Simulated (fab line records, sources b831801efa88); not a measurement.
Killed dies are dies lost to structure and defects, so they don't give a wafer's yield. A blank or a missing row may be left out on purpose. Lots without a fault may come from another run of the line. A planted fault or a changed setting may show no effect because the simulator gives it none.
fab line records | flow gf180mcu
record lots=11 wafers=33 last_day=34
route steps=602 shown M3@411 M4@472 V4@481
lots that met no fault: from a run of the same line without faults
start_h: hours from the record's first day to the start of the lot's first wafer shown | wait_h: hours since the lot's step before | " the same as in the row above | L1.1+2: a row that stands for several wafers | - no value, or no start given | * or withheld: withheld | < > ~ a bound
route shown NAME@n: a module of which the file shows steps, and the number in the route of the first | usual: mean/standard deviation of fault-free wafers | same: alike in all rows | chamber/n: place in a boat | sites: the reading at each site | _std_site: their standard deviation | _edge_site: outer sites' mean less inner sites' | radius_mm: how far each site lies from the wafer's centre | mask NAME#n: copy n | behind: the tool/chamber that last shaped the wafer | hold: why the lot was held/for how many hours/how that ended | device: the transistor (n, p or np) that didn't switch | end of line: the same wafers' tests at the end of the route | a step without rows: its recipe alone | killed: dies lost to structure and defects at the first sort, not the wafer's yield | map: a wafer's dies, x killed, . not, _ none there
set.NAME: the setting as run; set.NAME@STEP: as run at that earlier step | model.NAME: the simulator's own value behind a step, which no gauge read
steps of the route over a sample of lots; a table a step, a row a wafer
services: from which hour (start_h, from the record's first day; less than 0 if before it) a tool's chamber was out of use, for how many hours, and why
## steps
# step GF_M3_SPUTTER_02
# recipe material=AlCu target_thk_nm=450 power_w=10600 time_s=23.9 chamber_pressure_pa=0.4
# usual throttle_valve_pct=29.9/1.1
# columns lot.wafer tool chamber start_h wait_h throttle_valve_pct
L482.2 pvd_sputter-02 - 482.45 0.0 30.5
L482.5 " - " " 28.4
L482.6 " - " " 28.5
L483.2 pvd_sputter-02 - 491.66 0.0 28.2
L483.3 " - " " 30.6
L483.6 " - " " 30.6
L484.1 pvd_sputter-02 - 499.55 0.0 30.6
L484.2 " - " " 28.4
L484.5 " - " " 30.9
L485.2 pvd_sputter-03 - 509.98 0.0 31.4
L485.5 " - " " 30.0
L485.6 " - " " 31.2
L488.3 pvd_sputter-02 - 540.64 0.0 30.4
L488.4 " - " " 28.1
L488.5 " - " " 29.2
L490.1 pvd_sputter-03 - 554.13 0.0 31.2
L490.3 " - " " 29.9
L490.4 " - " " 30.3
L496.2 pvd_sputter-03 - 598.65 0.0 30.7
L496.4 " - " " 30.1
L496.5 " - " " 31.2
L499.1 pvd_sputter-02 - 619.66 0.0 28.4
L499.4 " - " " 28.3
L499.5 " - " " 28.7
L500.1 pvd_sputter-04 - 628.49 0.0 29.9
L500.2 " - " " 31.6
L500.3 " - " " 28.4
L502.3 pvd_sputter-03 - 640.43 0.0 29.7
L502.4 " - " " 31.5
L502.5 " - " " 31.2
L503.1 pvd_sputter-04 - 651.44 0.0 30.6
L503.2 " - " " 29.9
L503.4 " - " " 28.3
# step GF_M3_SPUTTER_04
# recipe material=TiN target_thk_nm=50 power_w=6500 time_s=41.7 chamber_pressure_pa=0.4
# usual throttle_valve_pct=29.9/1.1
# columns lot.wafer tool chamber start_h wait_h throttle_valve_pct
L482.2 pvd_sputter-02 - 482.51 0.0 30.6
L482.5 " - " " 28.3
L482.6 " - " " 28.4
L483.2 pvd_sputter-02 - 491.71 0.0 28.3
L483.3 " - " " 30.4
L483.6 " - " " 30.6
L484.1 pvd_sputter-02 - 499.60 0.0 30.5
L484.2 " - " " 28.3
L484.5 " - " " 30.7
L485.2 pvd_sputter-03 - 510.03 0.0 31.4
L485.5 " - " " 29.5
L485.6 " - " " 31.4
L488.3 pvd_sputter-02 - 540.69 0.0 30.7
L488.4 " - " " 28.2
L488.5 " - " " 29.6
L490.1 pvd_sputter-03 - 554.18 0.0 31.3
L490.3 " - " " 29.8
L490.4 " - " " 30.6
L496.2 pvd_sputter-03 - 598.70 0.0 30.8
L496.4 " - " " 30.1
L496.5 " - " " 31.1
L499.1 pvd_sputter-02 - 619.71 0.0 28.3
L499.4 " - " " 28.5
L499.5 " - " " 28.4
L500.1 pvd_sputter-04 - 628.54 0.0 30.0
L500.2 " - " " 31.6
L500.3 " - " " 28.2
L502.3 pvd_sputter-03 - 640.48 0.0 29.9
L502.4 " - " " 31.4
L502.5 " - " " 31.2
L503.1 pvd_sputter-04 - 651.49 0.0 30.7
L503.2 " - " " 30.2
L503.4 " - " " 28.3
# step GF_M4_METAL_ETCH_16
# recipe chemistry=Cl2/BCl3 mask_material=KrF target_depth_nm=627.5 stop_on=SiO2 pressure_mtorr=8 icp_w=800 bias_w=140 Cl2_flow_sccm=80 bcl3_flow_sccm=40 time_s=104.6
# usual drypump_motor_current_A=5.3/0.37 he_backside_leak_sccm=3.28/0.19 oes_product_au=0.971/0.0069 throttle_valve_pct=28.251/0.0099
# columns lot.wafer tool chamber start_h wait_h drypump_motor_current_A he_backside_leak_sccm oes_product_au rf_hours_counter_h throttle_valve_pct
L482.2 rie_metal-03 0 553.35 0.0 5.6 3.45 0.957 10.9 28.261
L482.5 " 1 " " 4.9 3.06 0.965 - 28.262
L482.6 " 0 " " 5.6 3.39 0.961 - 28.248
L483.2 rie_metal-01 1 563.74 0.0 5.3 3.25 0.958 1.4 28.262
L483.3 " 0 " " 5.0 3.06 0.977 - 28.257
L483.6 " 0 " " 4.9 2.97 0.970 - 28.263
L484.1 rie_metal-01 1 570.54 0.0 5.3 3.31 0.974 1.6 28.266
L484.2 " 1 " " 5.3 3.23 0.978 - 28.244
L484.5 " 1 " " 5.3 3.21 0.976 - 28.264
L485.2 rie_metal-01 1 580.05 0.1 5.3 3.31 0.971 - 28.275
L485.5 " 1 " " 5.3 3.31 0.970 - 28.229
L485.6 " 1 " " 5.3 3.35 0.977 - 28.244
L488.3 rie_metal-03 1 608.40 0.1 4.9 3.28 0.971 - 28.254
L488.4 " 0 " " 5.7 3.46 0.973 - 28.254
L488.5 " 0 " " 5.7 3.64 0.974 - 28.245
L490.1 rie_metal-03 1 620.71 0.0 4.9 3.26 0.967 4.3 28.251
L490.3 " 0 " " 5.7 3.27 0.971 - 28.255
L490.4 " 1 " " 4.9 3.26 0.960 - 28.246
L496.2 rie_metal-01 1 662.73 0.0 5.3 3.18 0.966 4.9 28.249
L496.4 " 0 " " 5.0 3.27 0.968 - 28.236
L496.5 " 1 " " 5.3 3.26 0.969 - 28.261
L499.1 rie_metal-01 1 680.16 0.0 5.3 3.40 0.986 5.6 28.239
L499.4 " 1 " " 5.3 3.34 0.977 - 28.242
L499.5 " 1 " " 5.3 3.32 0.977 - 28.242
L500.1 rie_metal-03 1 689.30 0.0 4.9 3.31 0.966 6.5 28.237
L500.2 " 0 " " 5.7 3.17 0.973 3.2 28.238
L500.3 " 1 " " 4.9 3.30 0.971 - 28.250
L502.3 rie_metal-04 0 699.93 0.1 5.5 3.26 0.968 - 28.252
L502.4 " 0 " " 5.5 3.20 0.971 - 28.246
L502.5 " 0 " " 5.5 3.29 0.975 - 28.243
L503.1 rie_metal-03 0 711.14 0.0 5.7 3.49 0.981 4.0 28.261
L503.2 " 1 " " 4.9 3.30 0.976 7.3 28.233
L503.4 " 1 " " 4.9 3.33 0.977 - 28.258
# step GF_M4_STRIP_17
# recipe chemistry=O2/N2 power_w=1400 pressure_mtorr=1500 platen_temp_c=250 o2_flow_sccm=3000 n2_flow_sccm=300 overash_fraction=0.5
# usual drypump_motor_current_A=5.9/0.43 heater_power_w=357/45 n2_flow_sccm=299.9/0.83 oes_product_au=0.558/0.0049 strip_time_to_endpoint_s=7.89/0.053
# columns lot.wafer tool chamber start_h wait_h drypump_motor_current_A heater_power_w n2_flow_sccm oes_product_au rf_hours_counter_h strip_time_to_endpoint_s
L482.2 plasma_asher-02 1 553.47 0.1 6.4 408 299.0 0.557 43 7.93
L482.5 " 1 " " 6.3 420 299.4 0.566 - 7.92
L482.6 " 0 " " 5.8 347 299.8 0.560 - 7.91
L483.2 plasma_asher-02 1 563.85 0.1 6.3 419 300.2 0.558 44 7.88
L483.3 " 1 " " 6.4 412 299.1 0.546 - 7.85
L483.6 " 1 " " 6.3 413 301.0 0.551 - 7.87
L484.1 plasma_asher-03 0 570.77 0.2 6.4 331 300.6 0.552 80 7.81
L484.2 " 1 " " 5.2 291 299.4 0.547 80 7.82
L484.5 " 0 " " 6.4 330 300.3 0.554 - 7.84
L485.2 plasma_asher-03 0 580.23 0.1 6.4 331 298.8 0.555 81 7.86
L485.5 " 0 " " 6.4 333 300.3 0.553 - 7.85
L485.6 " 1 " " 5.2 286 299.6 0.550 - 7.86
L488.3 plasma_asher-03 1 608.50 0.1 5.2 283 299.0 0.556 - 7.95
L488.4 " 0 " " 6.4 326 299.9 0.561 - 7.91
L488.5 " 1 " " 5.2 285 299.0 0.561 - 7.90
L490.1 plasma_asher-02 1 620.82 0.1 6.3 411 300.8 0.555 51 7.97
L490.3 " 0 " " 5.8 350 299.8 0.558 - 7.86
L490.4 " 1 " " 6.3 414 299.7 0.560 - 7.97
L496.2 plasma_asher-02 1 662.84 0.1 6.3 419 300.8 0.524 57 6.90
L496.4 " 1 " " 6.4 413 300.3 0.517 - 6.95
L496.5 " 0 " " 5.7 355 301.6 0.556 - 7.79
L499.1 plasma_asher-02 0 680.27 0.1 5.8 345 299.9 0.522 58 7.02
L499.4 " 0 " " 5.7 351 299.9 0.521 - 6.99
L499.5 " 0 " " 5.7 347 299.0 0.558 - 7.88
L500.1 plasma_asher-02 1 689.41 0.1 6.3 415 299.8 0.558 59 7.96
L500.2 " 0 " " 5.7 347 302.5 0.556 59 7.89
L500.3 " 1 " " 6.3 424 299.8 0.558 - 7.97
L502.3 plasma_asher-01 0 700.11 0.1 5.6 338 299.6 0.555 - 7.90
L502.4 " 1 " " 5.8 342 299.1 0.552 - 7.90
L502.5 " 1 " " 5.9 346 300.5 0.565 - 7.93
L503.1 plasma_asher-02 0 711.26 0.1 5.8 357 302.1 0.568 62 7.92
L503.2 " 1 " " 6.3 423 300.2 0.561 62 7.98
L503.4 " 1 " " 6.3 417 300.6 0.560 - 7.94
# step GF_V4_BOW_MEAS_05
# recipe mode=bow
# usual V4_BOW=136/9.9
# columns lot.wafer tool chamber start_h wait_h V4_BOW[um]
L482.2 film_metro-04 - 554.59 0.1 134
L482.5 " - " " 127
L482.6 " - " " 137
L483.2 film_metro-03 - 565.01 0.2 137
L483.3 " - " " 129
L483.6 " - " " 120
L484.1 film_metro-04 - 571.87 0.2 142
L484.2 " - " " 136
L484.5 " - " " 138
L485.2 film_metro-03 - 581.36 0.3 133
L485.5 " - " " 138
L485.6 " - " " 138
L488.3 film_metro-03 - 609.60 0.2 133
L488.4 " - " " 123
L488.5 " - " " 138
L490.1 film_metro-04 - 621.95 0.1 149
L490.3 " - " " 157
L490.4 " - " " 146
L496.2 film_metro-01 - 663.96 0.2 140
L496.4 " - " " 149
L496.5 " - " " 145
L499.1 film_metro-04 - 681.36 0.2 118
L499.4 " - " " 125
L499.5 " - " " 127
L500.1 film_metro-03 - 690.51 0.1 135
L500.2 " - " " 136
L500.3 " - " " 138
L502.3 film_metro-01 - 701.22 0.1 129
L502.4 " - " " 148
L502.5 " - " " 139
L503.1 film_metro-01 - 712.64 0.1 145
L503.2 " - " " 145
L503.4 " - " " 144
## services
# columns tool chamber start_h hours kind
pvd_sputter-03 - 474.38 5.7 repair
plasma_asher-02 - 481.29 0.5 repair
pvd_sputter-02 1 514.65 - consumable_replace:kit
pvd_sputter-02 1 514.65 18.0 scheduled_down
pvd_sputter-02 1 514.65 18.0 vent_cycle
plasma_asher-02 - 521.52 4.3 pm
pvd_sputter-02 - 546.71 1.0 repair
pvd_sputter-04 - 548.40 0.5 repair
rie_metal-03 1 556.39 1.1 repair
rie_metal-04 1 578.66 4.7 repair
pvd_sputter-03 2 578.78 - consumable_replace:kit
pvd_sputter-03 2 578.78 18.0 scheduled_down
pvd_sputter-03 2 578.78 18.0 vent_cycle
rie_metal-04 0 579.55 28.3 repair
rie_metal-03 - 587.79 0.9 repair
pvd_sputter-02 - 595.48 3.9 repair
plasma_asher-01 - 597.17 2.8 pm
plasma_asher-01 - 606.27 62.7 repair
rie_metal-01 - 630.38 2.8 pm
pvd_sputter-02 0 659.00 - consumable_replace:kit
pvd_sputter-03 1 684.03 - consumable_replace:kit
rie_metal-01 0 684.88 2.0 repair
rie_metal-04 1 695.66 21.2 repair
plasma_asher-03 - 698.33 2.5 repair
## key
first_sign step=GF_M4_STRIP_17 reading=strip_time_to_endpoint_s direction=down sigmas=17 usual=* struck=*
effect step=GF_M4_STRIP_17 reading=oes_product_au direction=down sigmas=7.5 usual=0.558 struck=0.521
met_at GF_M4_METAL_ETCH_16
struck_lots L496,L499
struck_wafers L496.2,L496.4,L499.1,L499.4
not_acting_at GF_M3_SPUTTER_02,GF_M3_SPUTTER_04,GF_V4_BOW_MEAS_05
onset_between 580.05 662.73
fault kind=process_parameter_drift tool=rie_metal-01 chamber=- onset_h=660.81 steps=GF_M4_METAL_ETCH_16 channel=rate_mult offset=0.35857 shape=step end_h=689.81 scope=struck_wafers_only
